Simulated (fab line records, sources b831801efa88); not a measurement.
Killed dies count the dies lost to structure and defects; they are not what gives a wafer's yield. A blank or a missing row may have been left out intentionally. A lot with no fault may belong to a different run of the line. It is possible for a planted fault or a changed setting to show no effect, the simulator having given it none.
Which tool did it? / flow sky130 / route of 708 steps, sampled at 1 step: 12 lots, 36 wafers

## WHAT THE GAUGES SHOWED, per wafer
SKY_VIA1_BOW_MEAS_03. Usual: VIA1_BOW 80 um, standard deviation 7.2.
lot=L671; measured=day 34 09:44; on=film_metro-02; VIA1_BOW (um)=84 84 84; flag=
lot=L673; measured=day 34 20:27; on=film_metro-03; VIA1_BOW (um)=70 81 82; flag=
lot=L672; measured=day 34 20:40; on=film_metro-02; VIA1_BOW (um)=77 85 75; flag=
lot=L674; measured=day 35 05:17; on=film_metro-03; VIA1_BOW (um)=75 86 82; flag=
lot=L683; measured=day 38 10:36; on=film_metro-02; VIA1_BOW (um)=80 71 85; flag=
lot=L684; measured=day 38 16:54; on=film_metro-02; VIA1_BOW (um)=75 88 86; flag=
lot=L685; measured=day 39 07:07; on=film_metro-02; VIA1_BOW (um)=78 89 99; flag=
lot=L689; measured=day 39 22:20; on=film_metro-02; VIA1_BOW (um)=75 64 83; flag=
lot=L688; measured=day 40 00:52; on=film_metro-02; VIA1_BOW (um)=74 86 82; flag=
lot=L691; measured=day 40 10:52; on=film_metro-03; VIA1_BOW (um)=95 86 68; flag=
lot=L692; measured=day 40 17:27; on=film_metro-01; VIA1_BOW (um)=87 84 79; flag=
lot=L694; measured=day 41 01:28; on=film_metro-03; VIA1_BOW (um)=85 93 74; flag=

## WHAT TOOL EACH LOT RAN ON (gives the tool, then ch and the chambers of the sampled wafers, and finally the start)
The record holds no process step before these readings.

## WHAT THE TOOLS THEMSELVES READ (means of the sampled wafers that have a number; where no wafer has one, the mark that the record gives instead)
The record holds no such reading with a usual standard deviation.

## THE ANSWER, worked out from the rows above alone
Rule: a lot is off if the mean of its wafers that have a number lies more than 3 standard deviations from the usual mean. A lot without any number at a reading at which 4 lots or more have one is off too. The other lots that the step has rows for count as sound. The gauges are gone through in route order, then the tools' own readings, and for those a lot's mean is taken as printed above. At the first step where some lot is off, the reading lying furthest off is the one used; lots without a number count as furthest.
No lot is off on any of the readings shown, so nothing can be concluded from this.

## WHAT THE SIMULATOR HAD INSERTED
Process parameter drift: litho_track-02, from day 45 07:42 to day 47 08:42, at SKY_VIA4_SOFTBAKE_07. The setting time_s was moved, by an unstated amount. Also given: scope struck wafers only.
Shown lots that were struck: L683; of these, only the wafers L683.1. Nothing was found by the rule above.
